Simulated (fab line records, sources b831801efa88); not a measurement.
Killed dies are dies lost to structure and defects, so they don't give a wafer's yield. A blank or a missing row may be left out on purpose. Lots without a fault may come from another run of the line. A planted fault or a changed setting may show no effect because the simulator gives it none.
Which tool did it? | flow sky130 | 12 lots, 36 wafers sampled, at 2 steps of a route of 708

WHAT THE GAUGES READ, wafer by wafer
SKY_GATE_OXIDE_OVL_MEAS_10.
lot  | measured     | on         | GATE_OXIDE_OVL (nm)
L825 | day 13 23:10 | overlay-02 | 0.6 1.1 -0.7
L828 | day 14 15:50 | overlay-01 | -0.3 0.1 -1.2
L829 | day 15 03:58 | overlay-01 | 0.0 2.7 2.8
L830 | day 15 23:37 | overlay-01 | 0.6 2.6 1.2
L836 | day 17 14:11 | overlay-02 | 0.1 -0.5 0.7
L837 | day 18 00:56 | overlay-01 | 3.0 1.8 0.3
L839 | day 18 11:40 | overlay-01 | 3.8 2.1 1.4
L843 | day 20 09:47 | overlay-01 | 0.4 0.4 2.3
L842 | day 20 10:00 | overlay-02 | 2.0 3.0 0.8
L844 | day 20 20:05 | overlay-01 | -0.8 1.8 1.7
L845 | day 20 20:31 | overlay-01 | 0.6 1.8 3.5
L848 | day 21 21:07 | overlay-01 | 2.2 2.1 0.2

SKY_GATE_OXIDE_TW_MEAS_14.
lot  | measured     | on            | GATE_OXIDE_TW
L825 | day 13 23:39 | film_metro-01 | 224 224 226
L828 | day 14 16:14 | film_metro-01 | 225 226 225
L829 | day 15 04:23 | film_metro-03 | 229 228 230
L830 | day 16 00:02 | film_metro-04 | 221 223 223
L836 | day 17 14:34 | film_metro-01 | 224 225 225
L837 | day 18 01:20 | film_metro-04 | 219 218 219
L839 | day 18 12:03 | film_metro-04 | 219 219 219
L843 | day 20 10:11 | film_metro-01 | 227 225 226
L842 | day 20 10:23 | film_metro-04 | 219 220 219
L844 | day 20 20:28 | film_metro-01 | 225 226 225
L845 | day 20 20:55 | film_metro-04 | 218 220 218
L848 | day 21 21:30 | film_metro-01 | 227 227 228

WHICH TOOL RAN EACH LOT (tool, then ch and the chambers of the sampled wafers, then the start)
The record holds no process step before these readings.

WHAT THE TOOLS THEMSELVES READ (means of the sampled wafers that have a number; where no wafer has one, the mark that the record gives instead)
The record holds no such reading with a usual standard deviation.

THE ANSWER, worked out from the rows above alone
Rule: what is usual is taken from the lots themselves. Put in order of their means at a reading, lots are off if they are a third of the lots or fewer, leave a main group of 4 or more, and stand apart from it by a gap of 3 or more times the standard deviation of the main group's means; of several such gaps the widest counts. A main group whose means are all the same, to the digits that the tables above print for the reading, isn't used. A lot without any number at a reading at which 4 lots or more have one is off too. The other lots that the step has rows for count as sound. The gauges are gone through in route order, then the tools' own readings, and for those a lot's mean is taken as printed above. The first step at which some lot is off is used, and at that step the reading that is off furthest; a lot without a number counts as furthest.
No lot is off at any reading shown: from this, nothing can be told.

WHAT THE SIMULATOR HAD PUT IN
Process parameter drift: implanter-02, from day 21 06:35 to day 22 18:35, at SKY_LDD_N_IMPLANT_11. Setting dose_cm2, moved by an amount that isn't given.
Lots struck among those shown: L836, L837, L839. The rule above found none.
